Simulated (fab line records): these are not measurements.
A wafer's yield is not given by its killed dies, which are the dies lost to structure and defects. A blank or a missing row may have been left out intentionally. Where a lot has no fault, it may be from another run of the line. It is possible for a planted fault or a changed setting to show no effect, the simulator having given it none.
fab line records + flow sky130
record
- lots=5
- wafers=15
- last_day=50
route steps=708 shown RES_XHIGH@334 SD_N@342 PAD_OPEN@708
lots untouched by any fault: they come from a run of this same line in which no faults occurred
start_h: hours from the record's opening day to when the first of the lot's shown wafers began + wait_h: how many hours have passed since the lot's step before this one + " same as the row above + L1.1+2: a single row standing in for several wafers + - no value present, or no start provided + * or withheld: withheld + < > ~ a bound
route shown NAME@n: NAME is a module with steps in the file, n the number in the route of the first one + usual: mean/standard deviation taken from wafers without a fault + same: alike in all rows + chamber/n: place in a boat + sites: per-site readings + _std_site: the standard deviation of these + _edge_site: inner sites' mean taken away from outer sites' mean + radius_mm: for every site, how far away it sits from the centre of the wafer + mask NAME#n: copy n + behind: tool/chamber where the wafer was last shaped + hold: why the lot went on hold/how many hours it stayed there/how the hold came to an end + device: names the non-switching transistor (n, p or np) + end of line: the route-end tests of the same wafers + a step without rows: its recipe alone + killed: not the wafer's yield, but the dies lost to structure and defects at the first sort + map: shows each die of a wafer: x if killed, . if not, _ if none is there
set.NAME: the run value of the setting; set.NAME@STEP: its run value at that earlier step + model.NAME: the simulator's own value behind a step, which no gauge read
lots seen at some steps along the route; tables by step, rows by wafer
services: from which hour (start_h, from the record's first day; less than 0 if before it) a tool's chamber was out of use, for how many hours, and why
## steps
# step SKY_RES_XHIGH_COAT_02
# recipe
- resist=NOVOLAK
- spin_rpm=3000
- resist_thk_nm=1140
# step SKY_RES_XHIGH_SOFTBAKE_03
# recipe
- temp_c=90
- time_s=60
- resist=NOVOLAK
# step SKY_RES_XHIGH_EXPOSE_04
# recipe
- mask_id=URPM
- na=0.6
- source_shape=conventional
- sigma_outer=0.6
- polarization=unpolarized
- target_cd_nm=1270
- dose_mj=140
# step SKY_RES_XHIGH_PEB_05
# recipe
- temp_c=withheld
- time_s=*
- resist=NOVOLAK
# step SKY_RES_XHIGH_DEVELOP_06
# recipe
- resist=NOVOLAK
- developer=TMAH
- develop_time_s=60
- dev_temp_c=23
# step SKY_RES_XHIGH_IMPLANT_07
# recipe
- species=BF2
- energy_kev=20
- dose_cm2=3.6e+14
- tilt_deg=0
# step SKY_RES_XHIGH_STRIP_08
# recipe
- chemistry=O2/N2
- power_w=1400
- pressure_mtorr=1500
- platen_temp_c=withheld
- o2_flow_sccm=3000
- n2_flow_sccm=300
- overash_fraction=0.5
# usual
- drypump_motor_current_A=5.5/0.31
- oes_product_au=0.711/0.0043
- strip_time_to_endpoint_s=14.28/0.038
| lot.wafer | tool            | chamber | start_h | wait_h | drypump_motor_current_A | oes_product_au | rf_hours_counter_h | strip_time_to_endpoint_s |
|-----------|-----------------|---------|---------|--------|-------------------------|----------------|--------------------|--------------------------|
| L535.1    | plasma_asher-03 | 1       | 626.56  | 0.1    | 5.3                     | 0.713          | 45                 | 14.20                    |
| L535.3    | "               | 0       | "       | "      | 5.9                     | 0.707          | -                  | 14.23                    |
| L535.6    | "               | 0       | "       | "      | 5.9                     | 0.720          | -                  | 14.20                    |
| L545.1    | plasma_asher-02 | 0       | 717.11  | 0.1    | 5.3                     | 0.709          | 26                 | 14.28                    |
| L545.3    | "               | 1       | "       | "      | 5.4                     | 0.710          | -                  | 14.27                    |
| L545.6    | "               | 1       | "       | "      | 5.4                     | 0.708          | -                  | 14.30                    |
| L548.1    | plasma_asher-03 | 1       | 736.62  | 0.1    | 5.3                     | 0.716          | 57                 | 14.31                    |
| L548.3    | "               | 1       | "       | "      | 5.3                     | 0.708          | -                  | 14.33                    |
| L548.6    | "               | 0       | "       | "      | 5.9                     | 0.712          | -                  | 14.28                    |
| L555.3    | plasma_asher-03 | 0       | 793.82  | 0.1    | 5.9                     | 0.714          | -                  | 14.21                    |
| L555.4    | "               | 1       | "       | "      | 5.3                     | 0.712          | -                  | 14.27                    |
| L555.6    | "               | 0       | "       | "      | 5.9                     | 0.710          | -                  | 14.26                    |
| L556.1    | plasma_asher-01 | 1       | 798.46  | 0.1    | 6.2                     | 0.708          | 100                | 14.27                    |
| L556.4    | "               | 0       | "       | "      | 5.4                     | 0.712          | -                  | 14.29                    |
| L556.5    | "               | 1       | "       | "      | 6.2                     | 0.708          | -                  | 14.28                    |
# step SKY_RES_XHIGH_TW_MEAS_09
# usual
- RES_XHIGH_TW=1635/18
| lot.wafer | tool          | chamber | start_h | wait_h | RES_XHIGH_TW |
|-----------|---------------|---------|---------|--------|--------------|
| L535.1    | film_metro-03 | -       | 626.66  | 0.1    | 1611         |
| L535.3    | "             | -       | "       | "      | 1613         |
| L535.6    | "             | -       | "       | "      | 1623         |
| L545.1    | film_metro-03 | -       | 717.21  | 0.1    | 1614         |
| L545.3    | "             | -       | "       | "      | 1612         |
| L545.6    | "             | -       | "       | "      | 1622         |
| L548.1    | film_metro-03 | -       | 736.72  | 0.1    | 1608         |
| L548.3    | "             | -       | "       | "      | 1611         |
| L548.6    | "             | -       | "       | "      | 1611         |
| L555.3    | film_metro-03 | -       | 793.90  | 0.1    | 1612         |
| L555.4    | "             | -       | "       | "      | 1620         |
| L555.6    | "             | -       | "       | "      | 1618         |
| L556.1    | film_metro-04 | -       | 798.56  | 0.1    | 1626         |
| L556.4    | "             | -       | "       | "      | 1638         |
| L556.5    | "             | -       | "       | "      | 1635         |
# step SKY_SD_N_DEHYDRATE_00
# recipe
- temp_c=200
- time_s=60
# step SKY_SD_N_HMDS_01
# recipe
- prime_time_s=60
- prime_temp_c=120
# step SKY_SD_N_COAT_02
# recipe
- resist=NOVOLAK
- spin_rpm=3000
- resist_thk_nm=1140
# step SKY_SD_N_SOFTBAKE_03
# recipe
- temp_c=90
- time_s=60
- resist=NOVOLAK
# step SKY_SD_N_EXPOSE_04
# recipe
- mask_id=NSDM
- na=0.6
- source_shape=conventional
- sigma_outer=0.6
- polarization=unpolarized
- target_cd_nm=380
- dose_mj=141
# usual
- exposure_dose_mJ_cm2=142.65/0.14
# same
- sigma_outer=0.6
| lot.wafer | tool             | chamber | start_h | wait_h | mask   | exposure_dose_mJ_cm2 |
|-----------|------------------|---------|---------|--------|--------|----------------------|
| L535.1    | iline_stepper-02 | 0       | 641.71  | -      | NSDM#0 | 142.48               |
| L535.3    | "                | 0       | "       | "      | NSDM#0 | 142.71               |
| L535.6    | "                | 0       | "       | "      | NSDM#0 | 142.57               |
| L545.1    | iline_stepper-01 | 0       | 731.18  | -      | URPM#0 | 142.57               |
| L545.3    | "                | 0       | "       | "      | URPM#0 | 142.55               |
| L545.6    | "                | 0       | "       | "      | URPM#0 | 142.70               |
| L548.1    | iline_stepper-01 | 0       | 750.51  | -      | NSDM#0 | 142.71               |
| L548.3    | "                | 0       | "       | "      | NSDM#0 | 142.85               |
| L548.6    | "                | 0       | "       | "      | NSDM#0 | 142.78               |
| L555.3    | iline_stepper-01 | 0       | 807.03  | -      | NSDM#0 | 142.63               |
| L555.4    | "                | 0       | "       | "      | NSDM#0 | 142.55               |
| L555.6    | "                | 0       | "       | "      | NSDM#0 | 142.54               |
| L556.1    | iline_stepper-02 | 0       | 812.33  | -      | NSDM#0 | 142.64               |
| L556.4    | "                | 0       | "       | "      | NSDM#0 | 142.62               |
| L556.5    | "                | 0       | "       | "      | NSDM#0 | 142.52               |
# step SKY_SD_N_PEB_05
# recipe
- temp_c=withheld
- time_s=*
- resist=NOVOLAK
# step SKY_SD_N_DEVELOP_06
# recipe
- resist=NOVOLAK
- developer=TMAH
- develop_time_s=60
- dev_temp_c=24.11
# step SKY_SD_N_CD_MEAS_07
# recipe
- target_cd_nm=380
# usual
- cd_nm=379.6/2.8
| lot.wafer | tool      | chamber | start_h | wait_h | cd_nm |
|-----------|-----------|---------|---------|--------|-------|
| L535.1    | cd_sem-02 | -       | 654.93  | 0.1    | 379.4 |
| L535.3    | "         | -       | "       | "      | 378.6 |
| L535.6    | "         | -       | "       | "      | 380.7 |
| L545.1    | cd_sem-02 | -       | 744.35  | 0.1    | -     |
| L545.3    | "         | -       | "       | "      | -     |
| L545.6    | "         | -       | "       | "      | -     |
| L548.1    | cd_sem-01 | -       | 763.41  | 0.1    | 378.9 |
| L548.3    | "         | -       | "       | "      | 377.8 |
| L548.6    | "         | -       | "       | "      | 379.9 |
| L555.3    | cd_sem-02 | -       | 820.11  | 0.1    | 381.5 |
| L555.4    | "         | -       | "       | "      | 380.6 |
| L555.6    | "         | -       | "       | "      | 381.0 |
| L556.1    | cd_sem-01 | -       | 825.22  | 0.1    | 377.4 |
| L556.4    | "         | -       | "       | "      | 379.5 |
| L556.5    | "         | -       | "       | "      | 376.4 |
# step SKY_SD_N_OVL_MEAS_08
# usual
- SD_N_OVL=-0.5/1.6
| lot.wafer | tool       | chamber | start_h | wait_h | SD_N_OVL[nm] |
|-----------|------------|---------|---------|--------|--------------|
| L535.1    | overlay-02 | -       | 655.05  | 0.1    | -2.8         |
| L535.3    | "          | -       | "       | "      | -0.9         |
| L535.6    | "          | -       | "       | "      | -1.9         |
| L545.1    | overlay-01 | -       | 744.47  | 0.1    | -            |
| L545.3    | "          | -       | "       | "      | -            |
| L545.6    | "          | -       | "       | "      | -            |
| L548.1    | overlay-01 | -       | 763.53  | 0.1    | -0.3         |
| L548.3    | "          | -       | "       | "      | 2.7          |
| L548.6    | "          | -       | "       | "      | 1.1          |
| L555.3    | overlay-01 | -       | 820.20  | 0.1    | 2.1          |
| L555.4    | "          | -       | "       | "      | 1.3          |
| L555.6    | "          | -       | "       | "      | 1.9          |
| L556.1    | overlay-02 | -       | 825.34  | 0.1    | -1.2         |
| L556.4    | "          | -       | "       | "      | -1.8         |
| L556.5    | "          | -       | "       | "      | -0.5         |
# step SKY_SD_N_IMPLANT_09
# recipe
- species=As
- energy_kev=50
- dose_cm2=4e+15
- tilt_deg=0
# step SKY_SD_N_IMPLANT_10
# recipe
- species=P
- energy_kev=20
- dose_cm2=1e+14
- tilt_deg=0
# step SKY_SD_N_STRIP_11
# recipe
- chemistry=O2/N2
- power_w=1400
- pressure_mtorr=1500
- platen_temp_c=withheld
- o2_flow_sccm=3000
- n2_flow_sccm=300
- overash_fraction=0.5
# usual
- drypump_motor_current_A=5.6/0.31
- oes_product_au=0.527/0.0045
- strip_time_to_endpoint_s=22.56/0.046
| lot.wafer | tool            | chamber | start_h | wait_h | drypump_motor_current_A | oes_product_au | rf_hours_counter_h | strip_time_to_endpoint_s |
|-----------|-----------------|---------|---------|--------|-------------------------|----------------|--------------------|--------------------------|
| L535.1    | plasma_asher-04 | 0       | 655.39  | 0.1    | 5.7                     | 0.515          | 98                 | 22.53                    |
| L535.3    | "               | 0       | "       | "      | 5.7                     | 0.528          | -                  | 22.54                    |
| L535.6    | "               | 1       | "       | "      | 6.1                     | 0.520          | -                  | 22.52                    |
| L545.1    | plasma_asher-04 | 1       | 744.81  | 0.1    | 6.1                     | 0.530          | 0                  | 22.60                    |
| L545.3    | "               | 1       | "       | "      | 6.2                     | 0.524          | -                  | 22.66                    |
| L545.6    | "               | 1       | "       | "      | 6.1                     | 0.522          | -                  | 22.65                    |
| L548.1    | plasma_asher-02 | 1       | 763.87  | 0.1    | 5.4                     | 0.523          | 31                 | 22.53                    |
| L548.3    | "               | 1       | "       | "      | 5.4                     | 0.529          | -                  | 22.55                    |
| L548.6    | "               | 0       | "       | "      | 5.3                     | 0.528          | -                  | 22.58                    |
| L555.3    | plasma_asher-04 | 0       | 820.55  | 0.1    | 5.7                     | 0.532          | -                  | 22.55                    |
| L555.4    | "               | 1       | "       | "      | 6.1                     | 0.531          | -                  | 22.56                    |
| L555.6    | "               | 1       | "       | "      | 6.1                     | 0.528          | -                  | 22.60                    |
| L556.1    | plasma_asher-03 | 1       | 825.67  | 0.1    | 5.2                     | 0.532          | 66                 | 22.53                    |
| L556.4    | "               | 1       | "       | "      | 5.3                     | 0.532          | -                  | 22.49                    |
| L556.5    | "               | 0       | "       | "      | 5.9                     | 0.517          | -                  | 22.53                    |
# step SKY_SD_N_TW_MEAS_12
# usual
- SD_N_TW=3986/50
| lot.wafer | tool          | chamber | start_h | wait_h | SD_N_TW |
|-----------|---------------|---------|---------|--------|---------|
| L535.1    | film_metro-01 | -       | 655.49  | 0.1    | 4025    |
| L535.3    | "             | -       | "       | "      | 4020    |
| L535.6    | "             | -       | "       | "      | 4037    |
| L545.1    | film_metro-01 | -       | 744.91  | 0.1    | 30      |
| L545.3    | "             | -       | "       | "      | 30      |
| L545.6    | "             | -       | "       | "      | 30      |
| L548.1    | film_metro-01 | -       | 763.97  | 0.1    | 3988    |
| L548.3    | "             | -       | "       | "      | 3989    |
| L548.6    | "             | -       | "       | "      | 4002    |
| L555.3    | film_metro-04 | -       | 820.64  | 0.1    | 3952    |
| L555.4    | "             | -       | "       | "      | 3955    |
| L555.6    | "             | -       | "       | "      | 3939    |
| L556.1    | film_metro-03 | -       | 825.77  | 0.1    | 3917    |
| L556.4    | "             | -       | "       | "      | 3902    |
| L556.5    | "             | -       | "       | "      | 3899    |
# step SKY_SD_N_CLEAN_13
# recipe
- chemistry=SC1/SC2
- mix=1:4:20
- temp_c=70
- time_s=150
- dry=n2_spin
# step SKY_PAD_OPEN_PROBE_99
# usual
- killed_at_M0_to_M3=43/6.3
- killed_at_M4_up=3.1/1.9
- killed_at_contacts=24/5.1
- killed_at_front_end=14/4.3
- killed_at_other=0.3/0.53
- killed_dies=85/8.8
- killed_on_rim=17/3.9
- killed_open=46/7.1
- killed_short=38/5.9
# same
- gross_dies=492
- killed_at_back_side=0
| lot.wafer | tool      | chamber | start_h | wait_h | killed_at_M0_to_M3 | killed_at_M4_up | killed_at_contacts | killed_at_front_end | killed_at_other | killed_dies | killed_on_rim | killed_open | killed_short |
|-----------|-----------|---------|---------|--------|--------------------|-----------------|--------------------|---------------------|-----------------|-------------|---------------|-------------|--------------|
| L535.1    | prober-01 | -       | 1082.77 | 0.1    | 49                 | 8               | 25                 | 9                   | 0               | 91          | 12            | 59          | 32           |
| L535.3    | prober-01 | -       | 1082.87 | 0.2    | 32                 | 5               | 21                 | 16                  | 0               | 74          | 16            | 41          | 33           |
| L535.6    | prober-01 | -       | 1083.02 | 0.2    | 42                 | 4               | 22                 | 5                   | 0               | 73          | 18            | 44          | 29           |
| L545.1    | prober-01 | -       | 1145.45 | 0.1    | 38                 | 4               | 27                 | 423                 | 0               | 492         | 96            | 51          | 31           |
| L545.3    | prober-01 | -       | 1145.55 | 0.2    | 46                 | 2               | 23                 | 421                 | 0               | 492         | 96            | 40          | 41           |
| L545.6    | prober-01 | -       | 1145.70 | 0.2    | 54                 | 3               | 29                 | 406                 | 0               | 492         | 96            | 50          | 45           |
| L556.1    | prober-01 | -       | 1198.62 | 0.1    | 41                 | 3               | 27                 | 13                  | 0               | 84          | 14            | 53          | 31           |
| L556.4    | prober-01 | -       | 1198.77 | 0.2    | 42                 | 5               | 20                 | 22                  | 0               | 89          | 12            | 49          | 40           |
| L556.5    | prober-01 | -       | 1198.82 | 0.2    | 50                 | 4               | 16                 | 20                  | 0               | 90          | 15            | 46          | 44           |
# killed by level:class
L535.1 CONTACT:geometric_particle:open=14 VIA1:geometric_particle:open=12 VIA3:geometric_particle:open=8 VIA2:geometric_particle:open=7 METAL4:geometric_particle:short=6 LI_CONTACT:geometric_particle:open=5 VIA2:geometric_particle:short=5 VIA1:geometric_particle:short=4
L535.3 CONTACT:geometric_particle:open=9 VIA1:geometric_particle:open=8 FIELD_ISO:geometric_particle:open=7 VIA3:geometric_particle:open=5 VIA3:geometric_particle:short=5 METAL2:geometric_particle:short=4 LI_CONTACT:geometric_particle:short=4 POLY_GATE:geometric_particle:open=3
L535.6 VIA1:geometric_particle:open=14 CONTACT:geometric_particle:open=9 VIA3:geometric_particle:open=7 LI_CONTACT:geometric_particle:open=6 VIA2:geometric_particle:open=4 CONTACT:geometric_particle:short=4 VIA1:geometric_particle:short=4 METAL2:geometric_particle:short=4
L545.1 SD_N:area_expose=410 CONTACT:geometric_particle:open=11 VIA2:geometric_particle:open=9 VIA1:geometric_particle:open=8 LI_CONTACT:geometric_particle:open=5 CONTACT:geometric_particle:short=5 POLY_GATE:geometric_particle:short=4 LOCAL_INTERCONNECT:geometric_particle:open=4
L545.3 SD_N:area_expose=411 VIA1:geometric_particle:open=13 VIA1:geometric_particle:short=8 LI_CONTACT:geometric_particle:open=6 LOCAL_INTERCONNECT:geometric_particle:short=6 CONTACT:geometric_particle:short=5 METAL1:geometric_particle:short=5 VIA2:geometric_particle:open=5
L545.6 SD_N:area_expose=397 VIA1:geometric_particle:open=12 LI_CONTACT:geometric_particle:open=10 CONTACT:geometric_particle:open=10 METAL2:geometric_particle:short=8 METAL1:geometric_particle:short=7 VIA1:geometric_particle:short=6 VIA2:geometric_particle:open=6
L556.1 CONTACT:geometric_particle:open=11 VIA1:geometric_particle:open=11 LI_CONTACT:geometric_particle:open=8 VIA2:geometric_particle:open=8 VIA3:geometric_particle:open=7 FIELD_ISO:geometric_particle:open=4 FIELD_ISO:geometric_particle:short=4 CONTACT:geometric_particle:short=4
L556.4 VIA1:geometric_particle:open=11 LI_CONTACT:geometric_particle:open=10 FIELD_ISO:geometric_particle:short=7 VIA1:geometric_particle:short=6 FIELD_ISO:geometric_particle:open=5 POLY_GATE:geometric_particle:open=5 CONTACT:geometric_particle:open=4 METAL1:geometric_particle:short=4
L556.5 VIA1:geometric_particle:open=10 FIELD_ISO:geometric_particle:open=9 VIA3:geometric_particle:open=9 CONTACT:geometric_particle:open=6 VIA3:geometric_particle:short=5 FIELD_ISO:geometric_particle:short=5 VIA2:geometric_particle:open=5 VIA2:geometric_particle:short=5
# map L545.1 (x killed, . not)
__________xxxxxxxxxx_________
________xxxxxxxxxxxxxx_______
______xxxxxxxxxxxxxxxxxx_____
_____xxxxxxxxxxxxxxxxxxxx____
____xxxxxxxxxxxxxxxxxxxxxx___
___xxxxxxxxxxxxxxxxxxxxxxxx__
__xxxxxxxxxxxxxxxxxxxxxxxxxx_
_xxxxxxxxxxxxxxxxxxxxxxxxxxxx
_xxxxxxxxxxxxxxxxxxxxxxxxxxxx
_xxxxxxxxxxxxxxxxxxxxxxxxxxxx
_xxxxxxxxxxxxxxxxxxxxxxxxxxxx
_xxxxxxxxxxxxxxxxxxxxxxxxxxxx
_xxxxxxxxxxxxxxxxxxxxxxxxxxxx
_xxxxxxxxxxxxxxxxxxxxxxxxxxxx
_xxxxxxxxxxxxxxxxxxxxxxxxxxxx
__xxxxxxxxxxxxxxxxxxxxxxxxxx_
___xxxxxxxxxxxxxxxxxxxxxxxx__
____xxxxxxxxxxxxxxxxxxxxxx___
_____xxxxxxxxxxxxxxxxxxxx____
______xxxxxxxxxxxxxxxxxx_____
________xxxxxxxxxxxxxx_______
__________xxxxxxxxxx_________
# map L548.3 (x killed, . not)
__________.......x.._________
________.x..x........._______
______x.....x.x....xx..._____
_____x....x........x.....____
____..........x..x........___
___..x..x..................__
__......x............x......_
_......x.....x...x...x.......
_...x.x....x.x....x......x...
_...x......x..x....x.x.x.x...
_xxx.x.x.x..x..x....x.....x..
_..xx............x...x.x....x
_..................x..x...x..
_.....x...xx..x....x.....x..x
_x.x....x.......x.....x....x.
__.........x..xx.x.........._
___.x....x......x..x.......__
____....x........x........___
_____x...................____
______....x............._____
________..x....x......_______
__________.........._________
## services
| tool             | chamber | start_h | hours | kind                    |
|------------------|---------|---------|-------|-------------------------|
| iline_stepper-02 | -       | 634.01  | 3.7   | repair                  |
| plasma_asher-02  | -       | 636.59  | 2.8   | pm                      |
| iline_stepper-02 | -       | 644.92  | 2.0   | repair                  |
| iline_stepper-01 | -       | 656.73  | 2.1   | pm                      |
| plasma_asher-01  | -       | 658.28  | 14.6  | pm                      |
| iline_stepper-01 | -       | 658.82  | -     | consumable_replace:lamp |
| plasma_asher-02  | -       | 660.41  | 3.5   | repair                  |
| plasma_asher-02  | -       | 680.58  | 15.6  | pm                      |
| iline_stepper-02 | -       | 684.30  | 1.2   | repair                  |
| iline_stepper-01 | 0       | 712.00  | -     | calibration             |
| iline_stepper-02 | -       | 714.30  | 8.9   | pm                      |
| iline_stepper-02 | 0       | 723.82  | -     | calibration             |
| plasma_asher-03  | -       | 730.35  | 4.8   | repair                  |
| plasma_asher-04  | -       | 733.75  | 9.0   | pm                      |
| plasma_asher-04  | 0       | 733.75  | 9.0   | vent_cycle              |
| plasma_asher-04  | 1       | 733.75  | 9.0   | vent_cycle              |
| plasma_asher-04  | 0       | 742.75  | -     | clean                   |
| plasma_asher-04  | 1       | 742.75  | -     | clean                   |
| iline_stepper-02 | -       | 748.30  | 1.7   | pm                      |
| plasma_asher-02  | -       | 755.70  | 4.7   | repair                  |
| plasma_asher-01  | -       | 770.57  | 2.8   | pm                      |
| iline_stepper-01 | -       | 780.04  | 1.7   | pm                      |
| plasma_asher-04  | -       | 796.34  | 5.1   | repair                  |
## key
first_sign
- step=SKY_SD_N_EXPOSE_04
- reading=mask
- direction=changed
effect
- step=SKY_SD_N_CD_MEAS_07
- reading=cd_nm
- direction=missing
effect
- step=SKY_SD_N_OVL_MEAS_08
- reading=SD_N_OVL
- direction=missing
effect
- step=SKY_SD_N_TW_MEAS_12
- reading=SD_N_TW
- direction=down
- sigmas=79
- usual=3986
- struck=30
effect
- step=SKY_PAD_OPEN_PROBE_99
- reading=killed_at_front_end
- direction=up
- sigmas=94
- usual=14
- struck=417
more_kills_born_at
- SKY_SD_N_EXPOSE_04@iline_stepper-01=1218
met_at SKY_SD_N_EXPOSE_04
struck_wafers L545.1,L545.3,L545.6
tester_left_out L545
fault
- kind=wrong_mask
- tool=any
- chamber=-
- onset_h=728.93
- steps=SKY_SD_N_EXPOSE_04
- aux_copy=URPM#0
- scope=struck_lots_only
# tester_left_out: of these lots the tester's yield and bins aren't shown, on N5 and GAA mostly nor the transistor test; their killed dies are dies lost to structure and defects alone, not to doping, threshold or leakage, so they don't give the yield
